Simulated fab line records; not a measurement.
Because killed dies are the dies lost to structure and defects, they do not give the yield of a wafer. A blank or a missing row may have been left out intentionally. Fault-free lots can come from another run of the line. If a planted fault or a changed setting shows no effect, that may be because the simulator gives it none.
Comparing a struck lot with a sound one :: flow sky130 :: 14 steps out of a route of 708
Sound: wafers L405.3, L405.4, L405.5. The struck wafers were L390.3, L390.4, L390.6. Last of all comes the cause.
Per side, at each step with rows, come the tool, then ch with its chambers, and then its first start. Under that, the readings that differ: sound wafers :: struck wafers :: difference of the means :: sigmas: that difference in standard deviations of wafers without a fault.
alike: readings whose means differ by less than 2 such deviations, and words and numbers that are the same on both sides. not compared: withheld readings, readings that some wafer has no value for, bounds like >300 that may hide the same value, and numbers for which the record gives no deviation and whose values overlap.
A row with sigmas, a row that says differs or no value, or rows on one side alone: a step with any of these is where the two part. When numbers do not overlap yet have no deviation, they are printed without sigmas and do not part them. Lack of a reading on every wafer of one side parts them only where that side has two or more wafers.

first, 1 step without rows for these wafers: SKY_SONOS_ONO_OXIDATION_00 (stabilise 600 s, purge 300 s, target thk 2.6 nm).
SKY_SONOS_ONO_THK_MEAS_01:
  sound on film_metro-01, day 18 06:59; struck on film_metro-04, day 13 08:00
  alike: SONOS_ONO_OXIDATION_THK
then, 1 step without rows for these wafers: SKY_SONOS_ONO_CVD_02 (deposits Si3N4 from DCS/NH3, target thk 10.5 nm, time 180 s).
SKY_SONOS_ONO_THK_MEAS_03:
  sound on film_metro-02, day 18 08:13; struck on film_metro-04, day 13 09:07
  alike: SONOS_ONO_CVD_02_THK
then, 1 step without rows for these wafers: SKY_SONOS_ONO_CVD_04 (deposits SiO2 from SiH4/N2O, target thk 5.7199 nm).
SKY_SONOS_ONO_THK_MEAS_05:
  sound on film_metro-02, day 18 09:31; struck on film_metro-02, day 13 10:25
  alike: SONOS_ONO_CVD_04_THK
then, 6 steps without rows for these wafers: SKY_SONOS_ONO_DEHYDRATE_06 (time 60 s); SKY_SONOS_ONO_HMDS_07 (prime time 60 s); SKY_SONOS_ONO_COAT_08 (resist thk 1140 nm); SKY_SONOS_ONO_SOFTBAKE_09 (time 60 s); SKY_SONOS_ONO_EXPOSE_10 (exposes mask ONOM, target cd 410 nm); SKY_SONOS_ONO_PEB_11.
SKY_SONOS_ONO_DEVELOP_12: develop time 60 s.
  struck on litho_track-01, day 14 12:33; sound on litho_track-04 ch 0, day 19 15:45
  no value came back on the struck wafers for chill_plate_temp_C (C), develop_time_s (s), exhaust_pa (Pa), resist_line_temp_C (C); on the sound wafers chill_plate_temp_C (C) reads 23.02 22.93 22.85
SKY_SONOS_ONO_CD_MEAS_13 targets a cd of 410 nm.
  sound on cd_sem-02, day 19 15:53; struck on cd_sem-02, day 14 12:41
reading: cd_nm (nm)
sound: 412.0 411.8 410.9
struck: - - -
difference: no value on the struck wafers
sigmas: 

## WHERE THEY PART
Last at SKY_SONOS_ONO_CD_MEAS_13 as far as this record goes, first at SKY_SONOS_ONO_DEVELOP_12.

WHY: what had been put in by the simulator
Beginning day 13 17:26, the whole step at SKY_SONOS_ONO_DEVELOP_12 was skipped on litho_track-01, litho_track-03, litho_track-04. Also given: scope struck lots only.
